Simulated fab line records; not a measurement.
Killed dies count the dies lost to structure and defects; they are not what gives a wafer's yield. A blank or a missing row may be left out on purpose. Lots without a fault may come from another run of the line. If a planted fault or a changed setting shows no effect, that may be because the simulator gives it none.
Struck lot and sound lot, side by side || flow sky130 || 15 out of 708 route steps
Sound: wafers L546.1, L546.3, L546.5. Wafers L556.2, L556.4, L556.5 were the ones struck. At the end, the cause is stated.
Per side, at each step with rows, come the tool, then ch with its chambers, and then its first start. Under that, the readings that differ: sound wafers || struck wafers || difference of the means || sigmas: that difference in standard deviations of wafers without a fault.
alike: same words and numbers on both sides, and readings whose means sit less than 2 such deviations apart. not compared: any withheld reading, any reading some wafer has no value for, any bound like >300 that may hide the same value, and any number with overlapping values for which the record gives no deviation.
The two part at a step that has a row with sigmas, a row that says differs or no value, or rows on one side only. Numbers that have no deviation but don't overlap get no sigmas and don't part them. Lack of a reading on every wafer of one side parts them only where that side has two or more wafers.

SKY_FIELD_ISO_BOW_MEAS_00:
  sound: filmMetro-03 at day 3 12:00; struck: filmMetro-03 at day 5 14:01
  alike: INCOMING_BOW
then, 1 step without rows for these wafers: SKY_FIELD_ISO_OXIDATION_01 (stabilise 600 s, purge 300 s, target thk 12 nm).
SKY_FIELD_ISO_THK_MEAS_02:
  sound: filmMetro-04 at day 3 14:20; struck: filmMetro-03 at day 5 16:35
  alike: FIELD_ISO_OXIDATION_00_THK
then, 1 step without rows for these wafers: SKY_FIELD_ISO_CVD_03 (deposits Si3N4 from DCS/NH3, target thk 165 nm, time 2830 s).
SKY_FIELD_ISO_THK_MEAS_04:
  sound: filmMetro-04 at day 3 16:11; struck: filmMetro-02 at day 5 18:26
{"reading": "FIELD_ISO_CVD_03_THK (nm)", "sound": "167.3 168.8 168.9", "struck": "164.0 165.1 165.8", "difference": -3.4, "sigmas": -2}
then, 7 steps without rows for these wafers: SKY_FIELD_ISO_DEHYDRATE_05 (time 60 s); SKY_FIELD_ISO_HMDS_06 (prime time 60 s); SKY_FIELD_ISO_COAT_07 (resist thk 60 nm); SKY_FIELD_ISO_COAT_08 (resist thk 450 nm); SKY_FIELD_ISO_SOFTBAKE_09 (time 90 s); SKY_FIELD_ISO_EXPOSE_10 (exposes mask FOM, target cd 150 nm); SKY_FIELD_ISO_PEB_11.
SKY_FIELD_ISO_DEVELOP_12: develop time 60 s.
  sound on lithoTrack-04 ch 0, day 4 08:00; struck on lithoTrack-03 ch 0, day 6 12:00
{"reading": "developerTempC (C)", "sound": "20.94 20.89 21.09", "struck": "19.94 19.87 20.10", "difference": -1.00, "sigmas": -10}
SKY_FIELD_ISO_CD_MEAS_13: the cd target is 150 nm.
  sound: cdSem-01 at day 4 08:25; struck: cdSem-01 at day 6 13:08
  alike: cdNm
-- a jump in the record: the struck wafers' starts before and after are 44 days apart (it breaks off in module FIELD_ISO and resumes in module PAD_OPEN, where the first step shown is number 708 of the route) --
SKY_PAD_OPEN_PROBE_99:
  sound: prober-02 at day 48 11:51; struck: prober-02 at day 50 12:21
  alike: killed_at_M0_to_M3, killed_at_M4_up, killedAtContacts, killedAtFrontEnd, killedAtOther, killedDies, killedOpen, killedShort

WHERE THEY PART
Earliest at SKY_FIELD_ISO_THK_MEAS_04; latest, in this record, at SKY_FIELD_ISO_DEVELOP_12. Later steps at which nothing parts them and some readings are alike: SKY_FIELD_ISO_CD_MEAS_13, SKY_PAD_OPEN_PROBE_99.

WHY: what the simulator had put in
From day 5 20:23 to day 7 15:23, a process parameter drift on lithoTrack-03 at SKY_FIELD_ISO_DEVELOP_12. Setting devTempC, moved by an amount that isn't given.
